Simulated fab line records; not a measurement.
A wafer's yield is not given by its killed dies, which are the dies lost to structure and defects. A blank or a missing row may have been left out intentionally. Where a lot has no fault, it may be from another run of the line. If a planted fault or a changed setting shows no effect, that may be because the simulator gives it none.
Problem report in the 8D (eight disciplines) form, filled by code -- flow sfq line -- the parts of the form that need people (team, actions taken, sign-off) are left out

## 1. WHAT IS WRONG
Mean M8_AU_RS at SFQ_M8_RS_MEAS_949: 0.1275 ohm/sq over 2 wafers in 2 lots; fault-free wafers: 0.1539 ohm/sq, standard deviation 0.0015. Relative to the usual mean, that is a shift of -18 standard deviations.
The step: measures by four-point-probe.
Seen first at day 80 09:29 on film metro-03, wafer L823.3. Wafers with a number at this step in the record: 18, from 6 lots. By rule, "out" or "out of limits" means more than 4 standard deviations away from the usual mean. The rest of the wafers with a number are treated as sound.

## 2. WHAT THIS IS AND IS NOT
question,is,is not
which readings at this step,M8_AU_RS,-
which lots,"L823, L825","L818, L819, L824, L830"
which wafers of those lots,"L823.3, L825.2","L823.1, L823.5, L825.3, L825.6"
read on which gauges,"film metro-03, film metro-04",film metro-02
when,from day 80 09:29,"up to then (8 sound wafers); but 8 sound wafers of L824, L825, L830 came after"

## 3. WHAT RULES OUT EACH SUSPECT
Counting: a tool at a process step up to the reading stays a suspect if it ran every lot that is out. Sound lots after the first of them don't rule it out here, since some wafers of a struck lot are sound.
- the gauge at SFQ_M8_RS_MEAS_949: ruled out. The wafers that are out were read on 2 gauges (film metro-03, film metro-04).
- pvd sputter-01 at SFQ_TRILAYER_M8_DEP_EVAP_196 (material Au, target thk 180 nm, time 900 s): kept. It processed each lot that is out (first: L823, day 80 08:59); up to then, its last sound lot is L819 (day 79 07:47).
Remaining after the count: pvd sputter-01 at SFQ_TRILAYER_M8_DEP_EVAP_196.

## 4. THE CAUSE (what the simulator had put in)
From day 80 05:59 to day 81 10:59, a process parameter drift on pvd sputter-01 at SFQ_TRILAYER_M8_DEP_EVAP_196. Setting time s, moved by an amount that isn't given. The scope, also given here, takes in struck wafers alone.
The count eliminated every tool but this one.

## 5. THE EFFECT CHAIN, in route order
Each row: a reading whose mean over the struck wafers that have a number lies more than 3 standard deviations from the usual. Readings are gone through only where the record gives a usual standard deviation; hours: the median, over the lots, of the time from a lot's start at the first step in this table giving one to that lot's start at this step; sigmas: the change measured in usual standard deviations.
hours,step,reading,usual,on struck wafers,change,sigmas
0,SFQ_M8_RS_MEAS_949,M8_AU_RS,0.1539 ohm/sq,0.1275,-0.0265,-18
0,SFQ_M8_THK_MEAS_950,M8_AU_THK,178.0 nm,213.2,+35.2,+18
Later measuring or inspecting steps at which every struck wafer that the step has a row for has a number for every such reading, and none has moved that far: SFQ_M8_BOW_MEAS_951.

## 6. WHAT WOULD HAVE CAUGHT IT SOONER
4 hours passed between the start of the fault at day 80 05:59 and the first reading out of limits at a measuring or inspecting step in this record, taken at day 80 09:29.
Of the lots that are out (2), L825 began SFQ_TRILAYER_M8_DEP_EVAP_196 on pvd sputter-01 after day 80 09:29. Putting the tool on hold at that point would have spared it.
